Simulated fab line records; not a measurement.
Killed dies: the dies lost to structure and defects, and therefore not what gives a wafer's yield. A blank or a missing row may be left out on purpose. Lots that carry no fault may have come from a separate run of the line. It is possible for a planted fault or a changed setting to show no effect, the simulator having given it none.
fab line records -- flow sky130
record lots=6, wafers=18, last_day=50
route steps=708 shown VIA3@575
lots with no fault: from the same line, run without faults
start_h: hours from the record's first day to the start of the lot's first wafer shown -- wait_h: hours since the lot's step before -- " identical to the entry in the row above -- L1.1+2: a single row standing in for several wafers -- - value missing, or start not given -- * or withheld: withheld -- < > ~ a bound
route shown NAME@n: a module of which the file shows steps, and the number in the route of the first -- usual: the fault-free wafers' mean and standard deviation -- same: alike in all rows -- chamber/n: place in a boat -- sites: readings site by site -- _std_site: standard deviation of those values -- _edge_site: mean of outer sites minus mean of inner sites -- radius_mm: how far each site lies from the wafer's centre -- mask NAME#n: copy n -- behind: tool/chamber where the wafer was last shaped -- hold: what put the lot on hold/how long, in hours/how the hold closed -- device: the n, p or np transistor that did not switch -- end of line: tests run on the same wafers once the route is complete -- step lacking rows: just its recipe -- killed: at the first sort, the dies lost to defects and structure; wafer yield is something else -- map: dies across one wafer; x = killed, . = not, _ = none there
set.NAME: the setting as run; set.NAME@STEP: as run at that earlier step -- model.NAME: the simulator's own value behind a step, which no gauge read
certain route steps with their lots: each step a table, each wafer a row
services: when a tool's chamber went out of use (start_h, in hours from the record's first day, below 0 if earlier), for how many hours, and the reason
## steps
# step SKY_VIA3_CMP_02
# recipe material=SiO2, down_force_psi=4, platen_rpm=60, pad_velocity_m_s=0.94248
# usual motor_current_A=12.3/1.3
lot.wafer,tool,chamber,start_h,wait_h,motor_current_A
L165.1,cmp-01,1,898.92,0.1,11.6
L165.3,cmp-01,2,898.92,0.1,10.4
L165.4,cmp-01,3,898.92,0.1,12.0
L171.2,cmp-02,3,946.23,0.1,15.4
L171.1,cmp-02,0,946.23,0.1,11.1
L171.5,cmp-02,2,946.23,0.1,11.3
L175.4,cmp-01,0,971.80,0.1,13.2
L175.3,cmp-01,1,971.80,0.1,11.5
L175.5,cmp-01,0,971.80,0.1,13.5
L177.2,cmp-02,0,1035.95,0.1,11.4
L177.5,cmp-02,2,1035.95,0.1,11.6
L177.6,cmp-02,3,1035.95,0.1,14.9
L184.2,cmp-02,2,1039.98,0.2,11.1
L184.4,cmp-02,1,1039.98,0.2,12.3
L184.5,cmp-02,3,1039.98,0.2,14.3
L187.2,cmp-02,3,1044.16,0.0,14.0
L187.4,cmp-02,0,1044.16,0.0,11.2
L187.1,cmp-02,1,1044.16,0.0,13.0
# step SKY_VIA3_BOW_MEAS_03
# recipe mode=bow
# usual VIA3_BOW=79/8.8
lot.wafer,tool,chamber,start_h,wait_h,VIA3_BOW[um]
L165.1,film_metro-01,-,899.22,0.2,65
L165.3,film_metro-01,-,899.22,0.2,70
L165.4,film_metro-01,-,899.22,0.2,77
L171.1,film_metro-03,-,946.43,0.1,68
L171.2,film_metro-03,-,946.43,0.1,52
L171.5,film_metro-03,-,946.43,0.1,69
L175.3,film_metro-03,-,972.09,0.2,100
L175.4,film_metro-03,-,972.09,0.2,72
L175.5,film_metro-03,-,972.09,0.2,76
L177.2,film_metro-03,-,1036.17,0.2,76
L177.5,film_metro-03,-,1036.17,0.2,80
L177.6,film_metro-03,-,1036.17,0.2,72
L184.2,film_metro-02,-,1040.30,0.3,86
L184.4,film_metro-02,-,1040.30,0.3,84
L184.5,film_metro-02,-,1040.30,0.3,84
L187.1,film_metro-03,-,1044.46,0.1,69
L187.2,film_metro-03,-,1044.46,0.1,75
L187.4,film_metro-03,-,1044.46,0.1,78
# step SKY_VIA3_DEHYDRATE_04
# recipe temp_c=200, time_s=60
# step SKY_VIA3_HMDS_05
# recipe prime_time_s=60, prime_temp_c=120
# step SKY_VIA3_COAT_06
# recipe resist=BARC, temp_c=withheld, time_s=withheld, spin_rpm=3000, resist_thk_nm=60
# step SKY_VIA3_COAT_07
# recipe resist=KrF-thick, spin_rpm=3000, resist_thk_nm=450
# step SKY_VIA3_SOFTBAKE_08
# recipe temp_c=100, time_s=90, resist=KrF-thick
# step SKY_VIA3_EXPOSE_09
# recipe mask_id=VIM3, na=0.8, source_shape=annular, sigma_inner=0.55, sigma_outer=0.85, target_cd_nm=200, dose_mj=38
# step SKY_VIA3_PEB_10
# recipe peb_temp_c=withheld, peb_time_s=withheld, resist=KrF-thick
# step SKY_VIA3_DEVELOP_11
# recipe develop_time_s=60, resist=KrF-thick, dev_temp_c=21
# step SKY_VIA3_CD_MEAS_12
# recipe target_cd_nm=200
# usual cd_nm=199.6/1.5
lot.wafer,tool,chamber,start_h,wait_h,cd_nm
L165.1,cd_sem-01,-,924.24,-,200.1
L165.3,cd_sem-01,-,924.24,-,201.1
L165.4,cd_sem-01,-,924.24,-,199.1
L171.1,cd_sem-01,-,969.42,-,201.3
L171.2,cd_sem-01,-,969.42,-,199.4
L171.5,cd_sem-01,-,969.42,-,201.7
L175.3,cd_sem-01,-,995.53,-,199.3
L175.4,cd_sem-01,-,995.53,-,199.7
L175.5,cd_sem-01,-,995.53,-,198.6
L177.2,cd_sem-02,-,1059.14,-,200.3
L177.5,cd_sem-02,-,1059.14,-,200.5
L177.6,cd_sem-02,-,1059.14,-,200.1
L184.2,cd_sem-01,-,1062.19,-,200.3
L184.4,cd_sem-01,-,1062.19,-,199.7
L184.5,cd_sem-01,-,1062.19,-,199.7
L187.1,cd_sem-01,-,1066.27,-,197.6
L187.2,cd_sem-01,-,1066.27,-,198.4
L187.4,cd_sem-01,-,1066.27,-,197.2
# step SKY_VIA3_OVL_MEAS_13
# usual VIA3_OVL=-3/5.8
lot.wafer,tool,chamber,start_h,wait_h,VIA3_OVL[nm]
L165.1,overlay-01,-,924.36,0.1,-7
L165.3,overlay-01,-,924.36,0.1,-10
L165.4,overlay-01,-,924.36,0.1,-12
L171.1,overlay-01,-,969.54,0.1,-6
L171.2,overlay-01,-,969.54,0.1,-5
L171.5,overlay-01,-,969.54,0.1,-5
L175.3,overlay-02,-,995.63,0.1,-7
L175.4,overlay-02,-,995.63,0.1,-13
L175.5,overlay-02,-,995.63,0.1,-6
L177.2,overlay-02,-,1059.24,0.1,-10
L177.5,overlay-02,-,1059.24,0.1,-8
L177.6,overlay-02,-,1059.24,0.1,-3
L184.2,overlay-01,-,1062.29,0.1,1
L184.4,overlay-01,-,1062.29,0.1,4
L184.5,overlay-01,-,1062.29,0.1,-4
L187.1,overlay-02,-,1066.39,0.1,-15
L187.2,overlay-02,-,1066.39,0.1,-8
L187.4,overlay-02,-,1066.39,0.1,-9
# step SKY_VIA3_ETCH_14
# recipe chemistry=N2/H2, target=BARC, ion_energy_ev=200, source_w=500, bias_w=100, pressure_mtorr=30, n2_flow_sccm=100, h2_flow_sccm=200, stop_on=SiO2, time_s=45.9, target_depth_a=600
# usual drypump_motor_current_A=5.7/0.36, oes_product_au=0.856/0.0048, throttle_valve_pct=13.225/0.0093
lot.wafer,tool,chamber,start_h,wait_h,drypump_motor_current_A,oes_product_au,rf_hours_counter_h,throttle_valve_pct,model.KrF-thick_of_VIA3_COAT_07.thk_nm
L165.1,rie_diel-02,3,924.40,0.0,5.6,0.857,18,13.229,395
L165.3,rie_diel-02,2,924.40,0.0,5.8,0.862,11,13.225,392.3
L165.4,rie_diel-02,0,924.40,0.0,5.2,0.861,11,13.223,394.3
L171.1,rie_diel-02,3,969.57,0.0,5.6,0.857,20,13.228,398.3
L171.2,rie_diel-02,0,969.57,0.0,5.2,0.851,12,13.219,394.8
L171.5,rie_diel-02,3,969.57,0.0,5.6,0.856,-,13.235,396.7
L175.3,rie_diel-02,1,995.65,0.0,6.1,0.846,11,13.232,392.4
L175.4,rie_diel-02,0,995.65,0.0,5.2,0.861,13,13.230,393.2
L175.5,rie_diel-02,3,995.65,0.0,5.6,0.863,-,13.224,395.7
L177.2,rie_diel-03,1,1059.27,0.0,6.1,0.850,19,13.231,393
L177.5,rie_diel-03,2,1059.27,0.0,5.6,0.858,-,13.222,392.8
L177.6,rie_diel-03,3,1059.27,0.0,5.8,0.856,-,13.229,392.2
L184.2,rie_diel-03,0,1062.32,0.0,5.2,0.850,14,13.226,394.6
L184.4,rie_diel-03,2,1062.32,0.0,5.6,0.857,-,13.205,394.6
L184.5,rie_diel-03,0,1062.32,0.0,5.2,0.858,-,13.212,393.3
L187.1,rie_diel-02,2,1066.42,0.0,5.8,0.849,16,13.228,393
L187.2,rie_diel-02,0,1066.42,0.0,5.2,0.860,16,13.252,394.5
L187.4,rie_diel-02,3,1066.42,0.0,5.6,0.858,24,13.211,393.3
# step SKY_VIA3_ETCH_15
# recipe target=SiO2, chemistry=C4F8/O2/Ar, target_depth_nm=507, stop_on=TiN, mask_material=KrF-thick, source_w=1500, bias_w=1200, pressure_mtorr=40, c4f8_flow_sccm=withheld, O2_flow_sccm=6, Ar_flow_sccm=300, time_s=78
# usual oes_product_au=0.946/0.0045
lot.wafer,tool,chamber,start_h,wait_h,oes_product_au
L165.1,rie_diel-02,3,924.44,0.0,0.944
L165.3,rie_diel-02,2,924.44,0.0,0.943
L165.4,rie_diel-02,0,924.44,0.0,0.943
L171.1,rie_diel-02,3,969.62,0.0,0.951
L171.2,rie_diel-02,0,969.62,0.0,0.944
L171.5,rie_diel-02,3,969.62,0.0,0.943
L175.3,rie_diel-02,1,995.69,0.0,0.948
L175.4,rie_diel-02,0,995.69,0.0,0.952
L175.5,rie_diel-02,3,995.69,0.0,0.950
L177.2,rie_diel-03,1,1059.32,0.0,0.938
L177.5,rie_diel-03,2,1059.32,0.0,0.950
L177.6,rie_diel-03,3,1059.32,0.0,0.942
L184.2,rie_diel-03,0,1062.37,0.0,0.944
L184.4,rie_diel-03,2,1062.37,0.0,0.949
L184.5,rie_diel-03,0,1062.37,0.0,0.950
L187.1,rie_diel-02,2,1066.47,0.0,0.953
L187.2,rie_diel-02,0,1066.47,0.0,0.954
L187.4,rie_diel-02,3,1066.47,0.0,0.947
## services
tool,chamber,start_h,hours,kind
rie_diel-03,3,886.99,5.5,repair
rie_diel-03,3,897.26,12.8,repair
cmp-02,-,899.82,3.9,pm
cmp-02,-,905.68,2.5,repair
rie_diel-03,3,910.10,-,clean
rie_diel-03,3,910.10,32.3,scheduled_down
rie_diel-03,3,910.10,32.3,vent_cycle
cmp-01,-,912.17,4.0,pm
cmp-01,-,916.17,-,consumable_replace:conditioner
cmp-01,-,921.82,3.0,repair
cmp-01,-,937.85,4.6,repair
cmp-01,-,944.60,2.8,repair
cmp-01,-,947.39,0.7,repair
cmp-01,-,964.64,3.0,repair
cmp-02,-,971.88,0.3,repair
cmp-01,-,973.36,2.5,repair
rie_diel-03,-,983.23,28.1,pm
cmp-02,-,987.71,0.6,repair
cmp-02,-,1005.13,1.1,repair
rie_diel-03,-,1026.52,0.3,repair
cmp-01,-,1039.67,0.7,repair
rie_diel-03,3,1049.36,8.5,repair
rie_diel-03,3,1060.43,10.8,repair
cmp-02,-,1061.47,2.2,repair
## key
first_sign none at tools or gauges
model_effect step=SKY_VIA3_ETCH_14, value=KrF-thick_of_VIA3_COAT_07.thk_nm, without=394.6, struck=396.9
met_at SKY_VIA3_ETCH_14
struck_wafers L171.1,L171.5,L175.5
onset_between 924.40 969.57
fault kind=process_parameter_drift, tool=rie_diel-02, chamber=3, onset_h=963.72, steps=SKY_VIA3_ETCH_14, channel=ion_energy_ev, offset=-32, shape=step, end_h=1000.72, acts_in=these_recipes_only, stated=200
